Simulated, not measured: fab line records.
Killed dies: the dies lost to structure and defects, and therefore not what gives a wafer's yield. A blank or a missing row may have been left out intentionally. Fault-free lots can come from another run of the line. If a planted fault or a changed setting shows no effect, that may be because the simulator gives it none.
fab line records | flow sky130 | part 2 of 2: steps 25 to 34 of 34
record lots=5 wafers=15 lastDay=50
route steps=708 shown LI_CONTACT@376 LOCAL_INTERCONNECT@387 CONTACT@406
lots with no fault: from the same line, run without faults
startH: hours from the record's opening day to when the first of the lot's shown wafers began | waitH: hours elapsed since this lot's preceding step | " same as the row above | L1.1+2: one row covering several wafers at once | - no value, or no start was given | * or withheld: withheld | < > ~ a bound
route shown NAME@n: names a module that has steps shown in the file, with the first one's number in the route | usual: mean and standard deviation over wafers with no fault | same: alike in all rows | chamber/n: place in a boat | sites: per-site readings | _std_site: the values' standard deviation | _edge_site: inner sites' mean taken away from outer sites' mean | radiusMm: for every site, how far away it sits from the centre of the wafer | mask NAME#n: copy n | behind: tool/chamber where the wafer was last shaped | hold: cause of the lot's hold/its duration in hours/its outcome | device: the n, p or np transistor that did not switch | end of line: at the end of the route, the tests of the same wafers | a step without rows: its recipe alone | killed: count of dies lost to structure and defects at first sort (not the wafer's yield) | map: the dies of a wafer, with x for killed, . for not killed, _ for no die there
set.NAME: the setting that was run; set.NAME@STEP: the one run at that earlier step | model.NAME: the simulator's own value behind a step, which no gauge read
certain route steps with their lots: each step a table, each wafer a row
services: from which hour (startH, from the record's first day; less than 0 if before it) a tool's chamber was out of use, for how many hours, and why
## steps
# step SKY_LOCAL_INTERCONNECT_ETCH_13
# recipe chemistry=N2/H2 target=BARC ionEnergyEv=200 biasW=100 pressureMtorr=30 n2FlowSccm=100 h2FlowSccm=200 icpW=500 stopOn=SiO2 timeS=45.9 targetDepthA=600
# usual drypumpMotorCurrentA=5.9/0.38 oesProductAu=0.855/0.0052 rfFwdPowerW=494.9/2.5 throttleValvePct=13.224/0.01
# columns lot.wafer tool chamber startH waitH drypumpMotorCurrentA oesProductAu rfFwdPowerW rfHoursCounterH throttleValvePct
L082.1 rieMetal-04 0 772.86 0.0 5.4 0.855 495.5 3 13.215
L082.4 " 0 " " 5.4 0.859 494.8 - 13.229
L082.5 " 0 " " 5.4 0.851 496.7 - 13.210
L086.1 rieMetal-04 1 803.59 0.0 5.8 0.856 494.9 5 13.241
L086.2 " 0 " " 5.4 0.870 498.1 4 13.226
L086.5 " 1 " " 5.9 0.858 494.7 - 13.234
L092.1 rieMetal-02 1 852.34 0.0 6.6 0.854 493.1 2 13.220
L092.3 " 1 " " 6.6 0.857 492.7 - 13.209
L092.5 " 0 " " 5.8 0.859 494.2 - 13.222
L093.2 rieMetal-04 0 863.34 0.0 5.3 0.852 498.8 6 13.228
L093.3 " 0 " " 5.4 0.855 496.7 - 13.238
L093.4 " 1 " " 5.9 0.858 493.2 - 13.219
L095.3 rieMetal-04 0 869.73 0.0 5.4 0.848 499.9 - 13.211
L095.5 " 1 " " 5.8 0.858 492.0 - 13.239
L095.6 " 0 " " 5.4 0.853 497.2 - 13.232
# step SKY_LOCAL_INTERCONNECT_METAL_ETCH_14
# recipe targetDepthNm=110 stopOn=PSG chemistry=Cl2/BCl3 target=TiN resistSidewallDeg=88 pressureMtorr=10 icpW=900 biasW=48.5 Cl2_flow_sccm=60 bcl3FlowSccm=30 timeS=31.4
# usual drypumpMotorCurrentA=5.9/0.38 oesProductAu=0.942/0.008 rfFwdPowerW=889/5.1 throttleValvePct=21.901/0.011
# columns lot.wafer tool chamber startH waitH drypumpMotorCurrentA oesProductAu rfFwdPowerW rfHoursCounterH throttleValvePct
L082.1 rieMetal-04 0 772.92 0.0 5.4 0.937 892 3 21.888
L082.4 " 0 " " 5.4 0.938 891 - 21.904
L082.5 " 0 " " 5.3 0.949 897 - 21.899
L086.1 rieMetal-04 1 803.66 0.0 5.8 0.938 888 5 21.897
L086.2 " 0 " " 5.3 0.930 889 4 21.905
L086.5 " 1 " " 5.8 0.939 885 - 21.906
L092.1 rieMetal-02 1 852.41 0.0 6.6 0.947 879 2 21.882
L092.3 " 1 " " 6.6 0.949 881 - 21.887
L092.5 " 0 " " 5.8 0.954 893 - 21.870
L093.2 rieMetal-04 0 863.41 0.0 5.3 0.937 896 7 21.913
L093.3 " 0 " " 5.3 0.932 897 - 21.889
L093.4 " 1 " " 5.8 0.932 885 - 21.897
L095.3 rieMetal-04 0 869.79 0.0 5.3 0.944 892 - 21.908
L095.5 " 1 " " 5.8 0.945 887 - 21.900
L095.6 " 0 " " 5.3 0.940 892 - 21.913
# step SKY_LOCAL_INTERCONNECT_STRIP_15
# recipe chemistry=O2/N2 powerW=1400 pressureMtorr=1500 platenTempC=withheld o2FlowSccm=3000 n2FlowSccm=300 overashFraction=0.5
# usual drypumpMotorCurrentA=5.8/0.45 oesProductAu=0.427/0.0045 stripTimeToEndpointS=4.727/0.018
# columns lot.wafer tool chamber startH waitH drypumpMotorCurrentA oesProductAu rfHoursCounterH stripTimeToEndpointS
L082.1 plasmaAsher-01 1 772.97 0.0 5.7 0.430 97 4.708
L082.4 " 0 " " 5.1 0.426 - 4.713
L082.5 " 1 " " 5.7 0.422 - 4.727
L086.1 plasmaAsher-02 0 803.71 0.0 5.3 0.425 37 4.743
L086.2 " 1 " " 6.1 0.425 37 4.731
L086.5 " 1 " " 6.1 0.429 - 4.763
L092.1 plasmaAsher-02 0 852.46 0.0 5.3 0.428 42 4.739
L092.3 " 0 " " 5.3 0.430 - 4.739
L092.5 " 1 " " 6.1 0.424 - 4.739
L093.2 plasmaAsher-01 1 863.46 0.0 5.7 0.420 106 4.728
L093.3 " 0 " " 5.1 0.423 - 4.728
L093.4 " 1 " " 5.7 0.431 - 4.745
L095.3 plasmaAsher-02 0 869.86 0.1 5.3 0.423 - 4.704
L095.5 " 1 " " 6.1 0.428 - 4.679
L095.6 " 0 " " 5.3 0.418 - 4.701
# step SKY_LOCAL_INTERCONNECT_STRIP_16
# recipe chemistry=postEtchResidueRemover timeS=1200 tempC=72.5
# columns lot.wafer tool chamber startH waitH
L082.1+4+5 wetBench-01 1 773.07 0.1
L086.1+2+5 wetBench-02 0 803.81 0.1
L092.1+3+5 wetBench-01 1 852.56 0.1
L093.2+3+4 wetBench-01 0 863.56 0.1
L095.3+5+6 wetBench-02 3 869.92 0.0
# step SKY_LOCAL_INTERCONNECT_CLEAN_17
# recipe chemistry=IPA timeS=180 tempC=25
# columns lot.wafer tool chamber startH waitH
L082.1+4+5 wetBench-03 2 773.41 0.0
L086.1+2+5 wetBench-01 2 804.15 0.0
L092.1+3+5 wetBench-03 3 852.93 0.0
L093.2+3+4 wetBench-03 3 863.97 0.0
L095.3+5+6 wetBench-03 2 870.26 0.0
# step SKY_LOCAL_INTERCONNECT_CLEAN_18
# recipe chemistry=O3/DIW dry=n2Spin
# columns lot.wafer tool chamber startH waitH
L082.1+4+5 wetBench-01 2 773.47 0.0
L086.1+2+5 wetBench-02 0 804.21 0.0
L092.1+3+5 wetBench-01 2 852.99 0.0
L093.2+3+4 wetBench-02 1 864.02 0.0
L095.3+5+6 wetBench-02 3 870.32 0.0
# step SKY_CONTACT_CVD_00
# recipe material=Si3N4 targetThkNm=75 tempC=400 timeS=withheld rfW=450
# usual heaterPowerW=704/81 rfFwdPowerW=445.1/1.6
# columns lot.wafer tool chamber startH waitH heaterPowerW rfFwdPowerW
L082.1 pecvd-02 0 773.56 0.0 680 445.9
L082.4 " 0 " " 683 444.1
L082.5 " 1 " " 805 445.6
L086.1 pecvd-01 2 804.30 0.0 539 446.4
L086.2 " 0 " " 639 445.8
L086.5 " 0 " " 626 447.7
L092.1 pecvd-01 2 853.09 0.0 574 446.9
L092.3 " 0 " " 596 446.0
L092.5 " 2 " " 583 444.6
L093.2 pecvd-03 0 864.12 0.0 759 446.1
L093.3 " 2 " " 580 446.7
L093.4 " 2 " " 577 447.0
L095.3 pecvd-03 2 870.41 0.0 686 444.8
L095.5 " 1 " " 654 443.2
L095.6 " 2 " " 695 445.6
# step SKY_CONTACT_THK_MEAS_01
# recipe reads=Si3N4_of_CONTACT_CVD_00
# usual CONTACT_CVD_00_THK=75.2/1
# columns lot.wafer tool chamber startH waitH CONTACT_CVD_00_THK[nm]
L082.1 filmMetro-01 - 773.60 - 73.9
L082.4 " - " " 75.4
L082.5 " - " " 75.5
L086.1 filmMetro-04 - 804.33 - 74.4
L086.2 " - " " 74.8
L086.5 " - " " 75.8
L092.1 filmMetro-03 - 853.12 - 75.4
L092.3 " - " " 75.6
L092.5 " - " " 77.2
L093.2 filmMetro-03 - 864.16 - 73.9
L093.3 " - " " 74.8
L093.4 " - " " 75.1
L095.3 filmMetro-01 - 870.47 - 75.5
L095.5 " - " " 75.9
L095.6 " - " " 77.3
# step SKY_CONTACT_HDPCVD_02
# recipe material=SiO2 targetThkNm=565 sigmaOpenFrac=0.3 timeS=94.2 tempC=600 sih4FlowSccm=60 pressureMtorr=6
# columns lot.wafer tool chamber startH waitH
L082.1+4+5 hdpcvd-01 2,1,0 773.66 0.1
L086.1+2+5 hdpcvd-01 1,2,2 804.39 0.1
L092.1+3+5 hdpcvd-01 1,0,1 853.18 0.1
L093.2+3+4 hdpcvd-01 0,1,0 864.21 0.0
L095.3+5+6 hdpcvd-02 1,2,0 870.51 0.0
# step SKY_CONTACT_THK_MEAS_03
# recipe reads=SiO2_of_CONTACT_HDPCVD_02
# usual CONTACT_HDPCVD_THK=563/5.7
# columns lot.wafer tool chamber startH waitH CONTACT_HDPCVD_THK[nm]
L082.1 filmMetro-03 - 773.73 0.0 562
L082.4 " - " " 565
L082.5 " - " " 573
L086.1 filmMetro-03 - 804.46 0.0 558
L086.2 " - " " 560
L086.5 " - " " 559
L092.1 filmMetro-01 - 853.25 0.0 552
L092.3 " - " " 557
L092.5 " - " " 556
L093.2 filmMetro-04 - 864.29 0.0 560
L093.3 " - " " 559
L093.4 " - " " 560
L095.3 filmMetro-04 - 870.60 0.1 565
L095.5 " - " " 563
L095.6 " - " " 565
## services
# columns tool chamber startH hours kind
pvdSputter-04 - 720.61 0.5 repair
krfScanner-01 - 723.26 3.6 pm
krfScanner-01 - 726.81 4.4 pm
krfScanner-01 - 731.19 1.3 pm
plasmaAsher-03 - 733.75 9.0 pm
krfScanner-01 - 742.79 0.8 pm
cmp-01 - 744.08 4.0 pm
plasmaAsher-02 - 745.85 2.8 pm
cvdW-02 - 746.05 0.5 repair
rieDiel-01 0 756.41 35.0 repair
wetBench-02 - 760.99 4.4 pm
krfScanner-01 - 769.47 0.6 repair
pvdSputter-03 - 769.92 4.7 repair
hdpcvd-01 - 780.28 0.3 repair
cmp-01 - 781.59 1.7 repair
rieDiel-01 - 791.40 0.8 repair
rieMetal-04 - 792.49 0.7 repair
krfScanner-01 - 795.45 4.6 repair
krfScanner-01 - 806.01 4.0 pm
plasmaAsher-03 - 810.13 3.1 repair
pvdSputter-01 - 821.99 3.1 repair
pvdSputter-01 - 843.82 2.5 repair
krfScanner-01 - 848.51 1.0 pm
wetBench-01 - 868.47 1.9 pm
